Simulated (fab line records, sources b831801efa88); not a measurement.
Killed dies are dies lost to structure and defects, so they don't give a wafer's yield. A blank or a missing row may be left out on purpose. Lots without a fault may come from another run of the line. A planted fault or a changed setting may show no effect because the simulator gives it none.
Chamber matching | flow gf180mcu | GF_V1_CMP_04 on cmp-01: 4 sister chambers
The step polishes SiO2. 4 wafers are shown with their chamber, then 8 later ones without.

WAFERS WITH THEIR CHAMBER
wafer  | chamber | motor_current_A (A)
L858.1 | 1       | 12.5
L858.2 | 2       | 13.0
L863.1 | 3       | 12.3
L863.6 | 0       | 10.0

WAFERS WITHOUT THEIR CHAMBER
wafer  | motor_current_A (A)
L867.1 | 13.1
L867.3 | 12.2
L869.1 | 12.5
L869.3 | 12.5
L869.6 | 13.0
L871.3 | 12.7
L871.4 | 10.9
L871.5 | 13.3

WHICH CHAMBER EACH WENT THROUGH
wafer  | from the rows above          | in truth
L867.1 | can't be placed: 2 or 1      | 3
L867.3 | can't be placed: 3 or 1      | 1
L869.1 | can't be placed: 1 or 3 or 2 | 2
L869.3 | can't be placed: 1 or 3 or 2 | 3
L869.6 | can't be placed: 2 or 1      | 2
L871.3 | can't be placed: 1 or 2 or 3 | 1
L871.4 | can't be placed: 0 or 3      | 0
L871.5 | can't be placed: 2 or 1      | 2
Placed correctly: 0 of 8. Can't be placed from these rows: 8 (the true chamber is among the candidates in 7). Placed wrongly: 0.
How it was worked out, from the rows above alone: a wafer's distance from a chamber is the root of the sum, over the readings, of the square of ((its reading less the chamber's mean) divided by the reading's scatter). The wafer belongs to the nearest chamber; if the next one is less than 2 further off, it can't be placed. A chamber's mean is the mean of its shown wafers. The scatter: with one shown wafer a chamber, the root of the mean of the squares of how far each hidden wafer lies from its nearest shown one.
